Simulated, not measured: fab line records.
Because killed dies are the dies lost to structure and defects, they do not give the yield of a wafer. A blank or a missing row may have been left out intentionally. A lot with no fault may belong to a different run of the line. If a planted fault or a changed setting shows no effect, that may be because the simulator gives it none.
Which of the tools did it? | flow gf180mcu | 36 wafers from 12 lots sampled at 3 of the route's 602 steps

## WHAT THE GAUGES SHOWED, per wafer
GF_V5_RS_MEAS_24: measurement is done with a four-point probe.
lot  | measured     | on            | V5_W_RS (ohm/sq)
L878 | day 27 03:37 | film_metro-02 | 0.327 0.332 0.328
L879 | day 27 14:04 | film_metro-02 | 0.330 0.323 0.323
L880 | day 28 00:44 | film_metro-02 | 0.330 0.323 0.330
L881 | day 28 04:27 | film_metro-02 | 0.327 0.327 0.334
L882 | day 28 14:08 | film_metro-01 | 0.328 0.333 0.324
L883 | day 28 21:15 | film_metro-01 | 0.324 0.326 0.329
L884 | day 28 23:10 | film_metro-02 | 0.330 0.329 0.326
L891 | day 31 00:17 | film_metro-03 | 0.327 0.328 0.328
L897 | day 32 16:31 | film_metro-02 | 0.330 0.333 0.335
L899 | day 33 03:43 | film_metro-02 | 0.329 0.325 0.326
L900 | day 33 08:11 | film_metro-01 | 0.327 0.329 0.333
L901 | day 33 20:25 | film_metro-01 | 0.321 0.321 0.323

GF_TOP_METAL_RS_MEAS_05: measurement is done with a four-point probe.
lot  | measured     | on            | TOP_METAL_ALCU_RS (ohm/sq)
L878 | day 27 04:19 | film_metro-02 | 0.0330 0.0331 0.0336
L879 | day 27 14:46 | film_metro-04 | 0.0329 0.0327 0.0331
L880 | day 28 01:26 | film_metro-02 | 0.0328 0.0328 0.0327
L881 | day 28 05:09 | film_metro-02 | 0.0325 0.0324 0.0323
L882 | day 28 14:51 | film_metro-04 | 0.0330 0.0328 0.0328
L883 | day 28 22:13 | film_metro-04 | 0.0331 0.0332 0.0330
L884 | day 28 23:52 | film_metro-04 | 0.0327 0.0329 0.0324
L891 | day 31 00:59 | film_metro-04 | 0.0324 0.0325 0.0326
L897 | day 32 17:28 | film_metro-02 | 0.0325 0.0322 0.0325
L899 | day 33 04:25 | film_metro-02 | 0.0331 0.0329 0.0330
L900 | day 33 08:53 | film_metro-02 | 0.0324 0.0324 0.0323
L901 | day 33 21:07 | film_metro-03 | 0.0322 0.0320 0.0324

## WHAT TOOL EACH LOT RAN ON (gives the tool, then ch and the chambers of the sampled wafers, and finally the start)
lot  | GF_M5_ETCH_09
L878 | rie_diel-04 ch 0,1,3, day 26 04:36
L879 | rie_diel-01 ch 1,2,3, day 26 15:03
L880 | rie_diel-01 ch 0,1,2, day 27 02:09
L881 | rie_diel-04 ch 0,1,2, day 27 06:14
L882 | rie_diel-04 ch 1,2, day 27 15:21
L883 | rie_diel-04 ch 0,1,2, day 27 23:08
L884 | rie_diel-01 ch 0,1,3, day 28 00:53
L891 | rie_diel-04 ch 0,1,3, day 30 04:03
L897 | rie_diel-02 ch 1,3, day 31 21:30
L899 | rie_diel-01 ch 0,1, day 32 08:18
L900 | rie_diel-04 ch 2,3, day 32 13:39
L901 | rie_diel-01 ch 0,1,3, day 33 02:28
- GF_M5_ETCH_09: etches Si3N4 in CF4/O2, target depth 52 nm, time 11.6 s.

## WHAT THE TOOLS THEMSELVES READ (means of the sampled wafers that have a number; where no wafer has one, the mark that the record gives instead)
GF_M5_ETCH_09.
lot  | tool        | drypump_motor_current_A (A) | oes_product_au (a.u.) | rf_fwd_power_W (W) | throttle_valve_pct (%)
L878 | rie_diel-04 | 5.6                         | 1.013                 | 784                | 5.986
L879 | rie_diel-01 | 5.2                         | 0.992                 | 787                | 5.974
L880 | rie_diel-01 | 4.9                         | 0.992                 | 786                | 5.970
L881 | rie_diel-04 | 5.8                         | 1.005                 | 781                | 5.969
L882 | rie_diel-04 | 5.8                         | 1.001                 | 786                | 5.973
L883 | rie_diel-04 | 5.8                         | 1.004                 | 783                | 5.975
L884 | rie_diel-01 | 5.1                         | 0.992                 | 785                | 5.968
L891 | rie_diel-04 | 5.5                         | 1.009                 | 786                | 5.966
L897 | rie_diel-02 | 5.6                         | 1.001                 | 781                | 5.978
L899 | rie_diel-01 | 4.9                         | 0.998                 | 783                | 5.971
L900 | rie_diel-04 | 5.8                         | 1.008                 | 788                | 5.975
L901 | rie_diel-01 | 5.1                         | 1.007                 | 786                | 5.967

## THE ANSWER, worked out from the rows above alone
Rule: usual is defined by the lots themselves. Put in order of their means at a reading, lots are off if they are a third of the lots or fewer, leave a main group of 4 or more, and stand apart from it by a gap of 3 or more times the standard deviation of the main group's means; of several such gaps the widest counts. If all means in a main group match to the digits the tables above print for the reading, that group is not used. A lot without any number at a reading at which 4 lots or more have one is off too. Where the step has rows for the other lots, those lots are counted as sound. The gauges are gone through in route order, then the tools' own readings, and for those a lot's mean is taken as printed above. At the first step where some lot is off, the reading lying furthest off is the one used; lots without a number count as furthest.
Nothing can be told from this: no lot is off at any reading shown.

## WHAT THE SIMULATOR HAD INSERTED
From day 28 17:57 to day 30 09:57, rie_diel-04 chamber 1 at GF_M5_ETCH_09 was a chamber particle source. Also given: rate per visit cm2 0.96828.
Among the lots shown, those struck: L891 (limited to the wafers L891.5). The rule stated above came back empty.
